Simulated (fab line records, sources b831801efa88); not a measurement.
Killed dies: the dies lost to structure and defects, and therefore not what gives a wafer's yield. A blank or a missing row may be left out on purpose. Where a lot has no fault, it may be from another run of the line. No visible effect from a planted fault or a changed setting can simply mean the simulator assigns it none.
Which tool is to blame?	flow gf180mcu	11 lots (33 wafers sampled), 1 step of a 602-step route

## WHAT THE GAUGES READ, wafer by wafer
GF_M2_THK_MEAS_06: measures by xrf.
lot	measured	on	M2_ALCU_THK (nm)
L626	day 18 08:34	film metro-04	442 445 442
L627	day 18 20:44	film metro-01	443 443 436
L628	day 18 23:22	film metro-01	436 433 441
L629	day 19 11:25	film metro-04	448 450 459
L630	day 19 16:13	film metro-04	448 460 455
L631	day 20 06:20	film metro-01	450 449 438
L634	day 21 09:24	film metro-04	452 454 445
L636	day 22 01:23	film metro-01	445 456 457
L644	day 24 19:14	film metro-02	429 443 438
L646	day 25 05:19	film metro-01	452 444 445
L649	day 26 06:50	film metro-04	438 448 441

## EACH LOT AND THE TOOL THAT RAN IT (in order: tool; ch and the chambers of the sampled wafers; start)
The record holds no process step before these readings.

## THE ANSWER, worked out from the rows above alone
Rule: usual is defined by the lots themselves. The widest of any qualifying gaps counts: lots, ordered by their means at a reading, are off when they make up no more than a third of the lots, leave a main group of 4 or more, and stand apart from it by 3 or more times the standard deviation of that group's means. The tables above print the reading to a certain number of digits; a main group whose means all agree to those digits is not used. Also off: a lot with no number at a reading for which 4 or more lots have one. Where the step has rows for the other lots, those lots are counted as sound.
No lot is off at any reading shown: from this, nothing can be told.

## WHAT THE SIMULATOR HAD PUT IN
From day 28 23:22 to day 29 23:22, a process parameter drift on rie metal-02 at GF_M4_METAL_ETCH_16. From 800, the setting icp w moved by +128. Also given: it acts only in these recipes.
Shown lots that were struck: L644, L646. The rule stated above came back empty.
